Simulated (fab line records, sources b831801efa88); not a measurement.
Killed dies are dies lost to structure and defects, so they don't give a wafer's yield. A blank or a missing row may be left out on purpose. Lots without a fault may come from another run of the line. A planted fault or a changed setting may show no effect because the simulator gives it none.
A struck lot beside a sound one | flow sky130 | 26 steps out of a route of 708
Sound: wafers L757.1, L757.2, L757.4. Struck: wafer L762.6. (L762.5 of the same lot was not struck and is left out.) The cause comes at the end.
At each step with rows: each side's tool, then ch and its chambers, then its first start. Under that, the readings that differ: sound wafers | struck wafers | difference of the means | sigmas: that difference in standard deviations of wafers without a fault.
alike: readings whose means differ by less than 2 such deviations, and words and numbers that are the same on both sides. not compared: withheld readings, readings that some wafer has no value for, bounds like >300 that may hide the same value, and numbers for which the record gives no deviation and whose values overlap.
The two part at a step that has a row with sigmas, a row that says differs or no value, or rows on one side only. Numbers that don't overlap but have no deviation are shown without sigmas and don't part them. A reading that every wafer of one side lacks parts them only if that side has two wafers or more.

first, 6 steps without rows for these wafers: SKY_SD_N_IMPLANT_10; SKY_SD_N_STRIP_11 (strips in O2/N2); SKY_SD_N_CLEAN_13 (cleans in SC1/SC2, time 150 s); SKY_SD_N_RTA_14 (time 2 s); SKY_SALICIDE_CLEAN_00 (cleans in HF-last, time 30 s); SKY_LI_CONTACT_HDPCVD_00 (deposits PSG, target thk 930 nm, time 155 s).
SKY_LI_CONTACT_CMP_02: polishes PSG.
  sound on cmp-02 ch 0,1,2, day 28 18:34; struck on cmp-02 ch 3, day 30 10:01
  reading                                       | sound             | struck | difference | sigmas
  time_to_endpoint_s (s)                        | 29.9 29.8 25.0    | 17.7   | -10.5      | -5
  model.PSG_of_LI_CONTACT_HDPCVD_00.thk_nm (nm) | 596.2 597.3 596.4 | 745.9  | +149.3     |
  alike: motor_current_A
then, 9 steps without rows for these wafers: SKY_LI_CONTACT_DEHYDRATE_04 (time 60 s); SKY_LI_CONTACT_HMDS_05 (prime time 60 s); SKY_LI_CONTACT_COAT_06 (resist thk 60 nm); SKY_LI_CONTACT_COAT_07 (resist thk 450 nm); SKY_LI_CONTACT_SOFTBAKE_08 (time 90 s); SKY_LI_CONTACT_EXPOSE_09 (exposes mask LICM1, target cd 170 nm); SKY_LI_CONTACT_PEB_10; SKY_LI_CONTACT_DEVELOP_11 (develop time 60 s); SKY_LI_CONTACT_ETCH_14 (etches BARC in N2/H2, stops on SiO2, time 45.9 s, target depth 60 nm).
SKY_LI_CONTACT_ETCH_15: etches PSG in C4F8/O2/Ar, stops on Si, target depth 600 nm.
  sound on rie_diel-03 ch 1,2,3, day 29 22:29; struck on rie_diel-02 ch 3, day 31 13:50
  reading                                | sound             | struck | difference | sigmas
  oes_product_au (a.u.)                  | 0.833 0.836 0.835 | 0.950  | +0.115     | +25
  model.etch.depth_nm (nm)               | 596.2 597.3 596.4 | 745.9  | +149.3     |
  model.LI_CONTACT.feature_depth_nm (nm) | 596.2 597.3 596.4 | 745.9  | +149.3     |
  alike: bias_w
then, 6 steps without rows for these wafers: SKY_LI_CONTACT_STRIP_16 (strips in O2/N2); SKY_LI_CONTACT_CLEAN_17 (cleans in NMP, time 600 s); SKY_LI_CONTACT_PRE_CLEAN_18 (time 5.6 s); SKY_LI_CONTACT_SPUTTER_19 (material Ti, target thk 20 nm, time 106.37 s); SKY_LI_CONTACT_SPUTTER_20 (material TiN, target thk 20 nm, time 80 s); SKY_LI_CONTACT_CVD_21 (deposits W, target thk 400 nm, time 120.56 s).
SKY_LI_CONTACT_CMP_24: polishes, stops on PSG, t overpolish 20 s, target thk 0 nm.
  sound on cmp-01 ch 0,1,3, day 29 23:23; struck on cmp-02 ch 1, day 31 14:51
  reading                                       | sound             | struck | difference | sigmas
  model.PSG_of_LI_CONTACT_HDPCVD_00.thk_nm (nm) | 586.7 587.8 586.9 | 736.4  | +149.3     |
  alike: motor_current_A
then, 1 step without rows for these wafers: SKY_LOCAL_INTERCONNECT_SPUTTER_00 (material TiN, target thk 100 nm, time 83.3 s).
-- the record jumps here: 16 days lie between the struck wafers' starts before and after (it left off in module LOCAL_INTERCONNECT and takes up again in module PAD_OPEN, whose first step shown is number 708 of the route) --
SKY_PAD_OPEN_PROBE_99:
  sound on prober-01, day 46 07:41; struck on prober-02, day 47 12:56
  alike: killed_at_M0_to_M3, killed_at_M4_up, killed_at_contacts, killed_at_front_end, killed_at_other, killed_dies, killed_open, killed_short
  not compared: model.etest.licon_pdiff.rc_ohm, model.etest.nfet_g5v0d10v5.r_on_ohm_um, model.etest.nfet_01v8.r_on_ohm_um, model.etest.licon_high_po.rc_ohm, model.etest.licon_ndiff.rc_ohm, model.etest.sonos_uncharged.r_on_ohm_um, model.etest.cap_li_to_poly.c_af_um2, model.etest.licon_poly.rc_ohm

WHERE THEY PART
First at SKY_LI_CONTACT_CMP_02; last, within this record, at SKY_LI_CONTACT_ETCH_15. Later steps at which nothing parts them and some readings are alike: SKY_LI_CONTACT_CMP_24, SKY_PAD_OPEN_PROBE_99.

WHY: what the simulator had put in
Process parameter drift: cmp-02, from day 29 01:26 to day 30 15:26, at SKY_LI_CONTACT_CMP_02. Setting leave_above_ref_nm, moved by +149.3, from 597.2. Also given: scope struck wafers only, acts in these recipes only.
